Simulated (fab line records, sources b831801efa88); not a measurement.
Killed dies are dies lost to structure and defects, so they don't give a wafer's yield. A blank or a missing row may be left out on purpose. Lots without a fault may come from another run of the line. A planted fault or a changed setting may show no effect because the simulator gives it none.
Chamber matching | flow sky130 | SKY_VIA4_CMP_21 on cmp-02: 4 sister chambers
The step polishes, stops on SiO2, t overpolish 25 s, target thk 0 nm. 19 wafers are shown with their chamber, then 9 later ones without.

WAFERS WITH THEIR CHAMBER
wafer  | chamber | motor_current_A (A) | time_to_endpoint_s (s)
L835.2 | 0       | 11.3                | 127
L835.3 | 1       | 10.6                | 120
L835.6 | 2       | 11.0                | 124
L836.3 | 3       | 12.4                | 124
L836.4 | 1       | 10.6                | 118
L836.6 | 0       | 10.3                | 122
L838.1 | 0       | 11.4                | 119
L838.2 | 2       | 11.1                | 128
L838.3 | 1       | 10.9                | 120
L840.2 | 0       | 10.5                | 121
L840.3 | 2       | 11.3                | 128
L840.6 | 3       | 12.4                | 122
L844.2 | 2       | 10.8                | 121
L844.3 | 1       | 10.6                | 119
L844.5 | 3       | 11.9                | 121
L845.3 | 1       | 11.0                | 121
L845.5 | 0       | 10.3                | 125
L845.6 | 1       | 10.6                | 121
L846.5 | 3       | 12.4                | 111

SIGNATURES (means of the wafers above)
reading            | chamber 0 | chamber 1 | chamber 2 | chamber 3 | scatter within a chamber
motor_current_A    | 10.760    | 10.717    | 11.050    | 12.275    | 0.334
time_to_endpoint_s | 122.80    | 119.83    | 125.25    | 119.50    | 3.5
Rule: a wafer's distance from a chamber is the root of the sum, over the readings, of the square of ((its reading less the chamber's mean) divided by the reading's scatter). The wafer belongs to the nearest chamber; if the next one is less than 2 further off, it can't be placed. The scatter: the root of (the sum of the squares of (reading less its chamber's mean) over the shown wafers, divided by (wafers less chambers)).

WAFERS WITHOUT THEIR CHAMBER
wafer  | motor_current_A (A) | time_to_endpoint_s (s)
L846.6 | 10.6                | 108
L848.1 | 10.5                | 108
L848.3 | 12.3                | 107
L849.1 | 10.0                | 127
L849.3 | 10.7                | 122
L849.5 | 10.1                | 123
L856.4 | 11.8                | 129
L856.5 | 10.5                | 124
L856.6 | 10.6                | 132

WHICH CHAMBER EACH WENT THROUGH
wafer  | from the rows above               | in truth
L846.6 | can't be placed: 1 or 0 or 2      | 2
L848.1 | can't be placed: 1 or 0 or 2      | 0
L848.3 | 3                                 | 3
L849.1 | can't be placed: 0 or 1 or 2      | 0
L849.3 | can't be placed: 0 or 1 or 2      | 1
L849.5 | can't be placed: 0 or 1 or 2      | 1
L856.4 | can't be placed: 2 or 3 or 0 or 1 | 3
L856.5 | can't be placed: 0 or 1 or 2      | 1
L856.6 | can't be placed: 2 or 0 or 1      | 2
Placed correctly: 1 of 9. Can't be placed from these rows: 8 (the true chamber is among the candidates in 8). Placed wrongly: 0.
